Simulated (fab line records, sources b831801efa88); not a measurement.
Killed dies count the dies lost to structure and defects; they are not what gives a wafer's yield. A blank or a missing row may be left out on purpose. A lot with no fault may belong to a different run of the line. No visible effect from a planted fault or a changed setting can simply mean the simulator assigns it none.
Comparing a struck lot with a sound one || flow gf180mcu || 15 out of 602 route steps
Sound: wafers L408.1, L408.3, L408.5. Struck: wafer L417.2. (L417.3, L417.5 of the same lot were not struck and are left out.) The cause comes at the end.
At each step with rows: each side's tool, then ch and its chambers, then its first start. Under that, the readings that differ: sound wafers || struck wafers || difference of the means || sigmas: that difference in standard deviations of wafers without a fault.
alike: readings with means less than 2 such deviations apart, plus words and numbers identical on both sides. not compared: withheld readings, readings lacking a value on some wafer, bounds such as >300 that could conceal the same value, and numbers that have no deviation in the record and whose values overlap.
A row with sigmas, a row that says differs or no value, or rows on one side alone: a step with any of these is where the two part. Numbers that don't overlap but have no deviation are shown without sigmas and don't part them. Lack of a reading on every wafer of one side parts them only where that side has two or more wafers.

GF_CONTACT_THK_MEAS_26: measures by xrf.
  struck on film-metro-04, day 21 17:47; sound on film-metro-04, day 18 12:46
{"reading": "CONTACT_W_THK (nm)", "sound": "308 308 308", "struck": 297, "difference": -11, "sigmas": -4}
GF_CONTACT_CMP_27: polishes, stops on SiO2, t overpolish 15 s, target thk 0 nm.
  sound on cmp-01 ch 0,1,3, day 18 12:50; struck on cmp-02 ch 0, day 21 17:50
{"reading": "slurry-filter-dp-kPa (kPa)", "sound": "13.35 13.45 13.45", "struck": 13.72, "difference": "+0.30", "sigmas": "+2"}
{"reading": "time-to-endpoint-s (s)", "sound": "72 75 78", "struck": 68, "difference": -7, "sigmas": -2}
  alike: motor-current-A, overpolish-run-s
GF_M1_SPUTTER_00: material Ti, target thk 37.5 nm, time 150 s.
  struck on pvd-sputter-01, day 21 18:08; sound on pvd-sputter-01, day 18 13:08
  alike: throttle-valve-pct
GF_M1_SPUTTER_01: material TiN, target thk 30 nm, time 25 s.
  struck on pvd-sputter-01, day 21 18:14; sound on pvd-sputter-01, day 18 13:14
  alike: throttle-valve-pct
GF_M1_SPUTTER_02: material AlCu, target thk 450 nm, time 23.9 s.
  struck on pvd-sputter-01, day 21 18:16; sound on pvd-sputter-01, day 18 13:16
  alike: throttle-valve-pct
then, 1 step without rows for these wafers: GF_M1_SPUTTER_03 (material Ti, target thk 10 nm, time 6.7 s).
GF_M1_SPUTTER_04: material TiN, target thk 50 nm, time 41.7 s.
  struck on pvd-sputter-01, day 21 18:19; sound on pvd-sputter-01, day 18 13:19
  alike: throttle-valve-pct
GF_M1_RS_MEAS_05: measurement is done with a four-point probe.
  struck on film-metro-03, day 21 18:22; sound on film-metro-02, day 18 13:21
  alike: M1_ALCU_RS
GF_M1_THK_MEAS_06: measures by xrf.
  struck on film-metro-03, day 21 18:29; sound on film-metro-02, day 18 13:28
  alike: M1_ALCU_THK
then, 3 steps without rows for these wafers: GF_M1_DEHYDRATE_07 (time 60 s); GF_M1_HMDS_08 (prime time 60 s); GF_M1_COAT_09 (resist thk 1000 nm).
GF_M1_SOFTBAKE_10: time 60 s.
  sound on litho-track-04 ch 0, day 19 01:52; struck on litho-track-04 ch 0, day 22 05:53
{"reading": "run-length-s (s)", "sound": "88.95 89.06 88.96", "struck": 95.38, "difference": "+6.39", "sigmas": "+36"}
then, 1 step without rows for these wafers: GF_M1_EXPOSE_11 (exposes mask Metal1, target cd 230 nm).
GF_PASSIVATION_PROBE_99:
  the record holds rows for the sound wafers here (prober-02, day 30 22:48) but none for the struck ones

WHERE THEY PART
First at GF_CONTACT_THK_MEAS_26; last, within this record, at GF_PASSIVATION_PROBE_99.

WHY: whatever the simulator had introduced
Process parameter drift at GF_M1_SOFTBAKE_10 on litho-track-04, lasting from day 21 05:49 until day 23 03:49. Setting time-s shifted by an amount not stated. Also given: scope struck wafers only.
